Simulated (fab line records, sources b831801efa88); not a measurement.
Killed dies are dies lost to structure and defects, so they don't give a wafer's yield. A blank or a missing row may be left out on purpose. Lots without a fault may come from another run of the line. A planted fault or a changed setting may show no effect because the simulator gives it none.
Which tool did it? | flow gf180mcu | 11 lots, 33 wafers sampled, at 5 steps of a route of 602

WHAT THE GAUGES READ, wafer by wafer
GF_V4_BOW_MEAS_05.
lot  | measured     | on            | V4_BOW (um)
L287 | day 23 05:40 | film_metro-01 | 138 128 139
L288 | day 23 07:37 | film_metro-04 | 134 128 126
L289 | day 23 23:37 | film_metro-04 | 131 133 142
L293 | day 25 14:01 | film_metro-01 | 134 136 121
L303 | day 29 04:35 | film_metro-01 | 135 130 141
L305 | day 29 12:03 | film_metro-03 | 123 133 116
L306 | day 29 20:35 | film_metro-03 | 130 138 124
L307 | day 30 02:45 | film_metro-04 | 130 127 131
L308 | day 30 07:45 | film_metro-04 | 146 140 139
L309 | day 30 10:56 | film_metro-04 | 140 145 137
L310 | day 30 20:28 | film_metro-01 | 125 119 124

WHICH TOOL RAN EACH LOT (tool, then ch and the chambers of the sampled wafers, then the start)
lot  | GF_V3_SPUTTER_22             | GF_M4_SPUTTER_02             | GF_M4_METAL_ETCH_16               | GF_M4_STRIP_17
L287 | pvd_sputter-01, day 22 04:09 | pvd_sputter-01, day 22 04:55 | rie_metal-01 ch 0,1, day 23 04:26 | plasma_asher-04 ch 0,1, day 23 04:32
L288 | pvd_sputter-02, day 22 05:43 | pvd_sputter-04, day 22 06:29 | rie_metal-03 ch 0,1, day 23 06:24 | plasma_asher-03 ch 0,1, day 23 06:31
L289 | pvd_sputter-02, day 22 22:11 | pvd_sputter-01, day 22 22:57 | rie_metal-01 ch 0,1, day 23 22:24 | plasma_asher-04 ch 0,1, day 23 22:31
L293 | pvd_sputter-02, day 24 12:55 | pvd_sputter-04, day 24 13:41 | rie_metal-01 ch 0,1, day 25 12:42 | plasma_asher-04 ch 0,1, day 25 12:49
L303 | pvd_sputter-02, day 28 04:55 | pvd_sputter-03, day 28 05:41 | rie_metal-04 ch 0,1, day 29 03:20 | plasma_asher-03 ch 0,1, day 29 03:27
L305 | pvd_sputter-03, day 28 14:56 | pvd_sputter-01, day 28 15:43 | rie_metal-01 ch 0,1, day 29 10:49 | plasma_asher-04 ch 0,1, day 29 10:55
L306 | pvd_sputter-03, day 28 23:31 | pvd_sputter-03, day 29 00:17 | rie_metal-01 ch 0,1, day 29 19:07 | plasma_asher-03 ch 0,1, day 29 19:14
L307 | pvd_sputter-02, day 29 05:03 | pvd_sputter-04, day 29 06:29 | rie_metal-03 ch 0,1, day 30 01:25 | plasma_asher-03 ch 0,1, day 30 01:31
L308 | pvd_sputter-02, day 29 11:07 | pvd_sputter-01, day 29 11:52 | rie_metal-04 ch 0,1, day 30 06:15 | plasma_asher-03 ch 0,1, day 30 06:22
L309 | pvd_sputter-03, day 29 13:28 | pvd_sputter-01, day 29 14:35 | rie_metal-01 ch 0,1, day 30 09:41 | plasma_asher-03 ch 0,1, day 30 09:48
L310 | pvd_sputter-01, day 30 00:20 | pvd_sputter-03, day 30 01:07 | rie_metal-01 ch 0, day 30 19:14   | plasma_asher-02 ch 0,1, day 30 19:21
- GF_V3_SPUTTER_22: material TiN, target thk 10 nm, time 40 s.
- GF_M4_SPUTTER_02: material AlCu, target thk 450 nm, time 23.9 s.
- GF_M4_METAL_ETCH_16: etches the open film in Cl2/BCl3, stops on SiO2, target depth 627.5 nm, time 104.6 s.
- GF_M4_STRIP_17: strips in O2/N2.

WHAT THE TOOLS THEMSELVES READ (means of the sampled wafers that have a number; where no wafer has one, the mark that the record gives instead)
GF_V3_SPUTTER_22.
lot  | tool           | throttle_valve_pct (%)
L287 | pvd_sputter-01 | 30.9
L288 | pvd_sputter-02 | 28.8
L289 | pvd_sputter-02 | 29.5
L293 | pvd_sputter-02 | 28.7
L303 | pvd_sputter-02 | 28.9
L305 | pvd_sputter-03 | 30.8
L306 | pvd_sputter-03 | 29.8
L307 | pvd_sputter-02 | 29.1
L308 | pvd_sputter-02 | 29.5
L309 | pvd_sputter-03 | 30.7
L310 | pvd_sputter-01 | 31.3

GF_M4_SPUTTER_02.
lot  | tool           | throttle_valve_pct (%)
L287 | pvd_sputter-01 | 31.1
L288 | pvd_sputter-04 | 29.5
L289 | pvd_sputter-01 | 30.9
L293 | pvd_sputter-04 | 30.0
L303 | pvd_sputter-03 | 30.2
L305 | pvd_sputter-01 | 31.2
L306 | pvd_sputter-03 | 29.9
L307 | pvd_sputter-04 | 29.0
L308 | pvd_sputter-01 | 31.7
L309 | pvd_sputter-01 | 32.1
L310 | pvd_sputter-03 | 31.8

GF_M4_METAL_ETCH_16.
lot  | tool         | drypump_motor_current_A (A) | oes_product_au (a.u.) | run_length_s (s) | throttle_valve_pct (%)
L287 | rie_metal-01 | 5.3                         | 0.976                 | 132.7            | 28.243
L288 | rie_metal-03 | 5.7                         | 0.975                 | 133.4            | 28.254
L289 | rie_metal-01 | 5.5                         | 0.974                 | 132.6            | 28.254
L293 | rie_metal-01 | 5.5                         | 0.950                 | 135.7            | 28.278
L303 | rie_metal-04 | 5.5                         | 0.977                 | 132.6            | 28.257
L305 | rie_metal-01 | 5.5                         | 0.967                 | 132.8            | 28.256
L306 | rie_metal-01 | 5.5                         | 0.967                 | 132.8            | 28.257
L307 | rie_metal-03 | 5.7                         | 0.973                 | 133.0            | 28.246
L308 | rie_metal-04 | 5.3                         | 0.966                 | 132.4            | 28.247
L309 | rie_metal-01 | 5.4                         | 0.974                 | 132.7            | 28.259
L310 | rie_metal-01 | 5.2                         | 0.969                 | 132.5            | 28.244

GF_M4_STRIP_17.
lot  | tool            | drypump_motor_current_A (A) | heater_power_w (W) | oes_product_au (a.u.) | strip_time_to_endpoint_s (s)
L287 | plasma_asher-04 | 5.6                         | 294                | 0.560                 | 7.82
L288 | plasma_asher-03 | 6.3                         | 355                | 0.556                 | 7.86
L289 | plasma_asher-04 | 5.4                         | 305                | 0.557                 | 7.88
L293 | plasma_asher-04 | 5.6                         | 292                | 0.554                 | 7.77
L303 | plasma_asher-03 | 6.5                         | 343                | 0.561                 | 7.94
L305 | plasma_asher-04 | 5.6                         | 292                | 0.553                 | 7.86
L306 | plasma_asher-03 | 6.5                         | 350                | 0.562                 | 7.89
L307 | plasma_asher-03 | 6.5                         | 342                | 0.559                 | 7.90
L308 | plasma_asher-03 | 6.3                         | 354                | 0.557                 | 7.90
L309 | plasma_asher-03 | 6.5                         | 338                | 0.551                 | 7.85
L310 | plasma_asher-02 | 5.1                         | 333                | 0.555                 | 7.89

THE ANSWER, worked out from the rows above alone
Rule: what is usual is taken from the lots themselves. Put in order of their means at a reading, lots are off if they are a third of the lots or fewer, leave a main group of 4 or more, and stand apart from it by a gap of 3 or more times the standard deviation of the main group's means; of several such gaps the widest counts. A main group whose means are all the same, to the digits that the tables above print for the reading, isn't used. A lot without any number at a reading at which 4 lots or more have one is off too. The other lots that the step has rows for count as sound. The gauges are gone through in route order, then the tools' own readings, and for those a lot's mean is taken as printed above. The first step at which some lot is off is used, and at that step the reading that is off furthest; a lot without a number counts as furthest.
Off: L293, at GF_M4_METAL_ETCH_16 (run_length_s). The main group: mean 132.8 s, standard deviation 0.27.
A tool fits if, at that step or a process step before it, it ran every lot that is off, and no sound lot after the first of them. None of those tried fits.

WHAT THE SIMULATOR HAD PUT IN
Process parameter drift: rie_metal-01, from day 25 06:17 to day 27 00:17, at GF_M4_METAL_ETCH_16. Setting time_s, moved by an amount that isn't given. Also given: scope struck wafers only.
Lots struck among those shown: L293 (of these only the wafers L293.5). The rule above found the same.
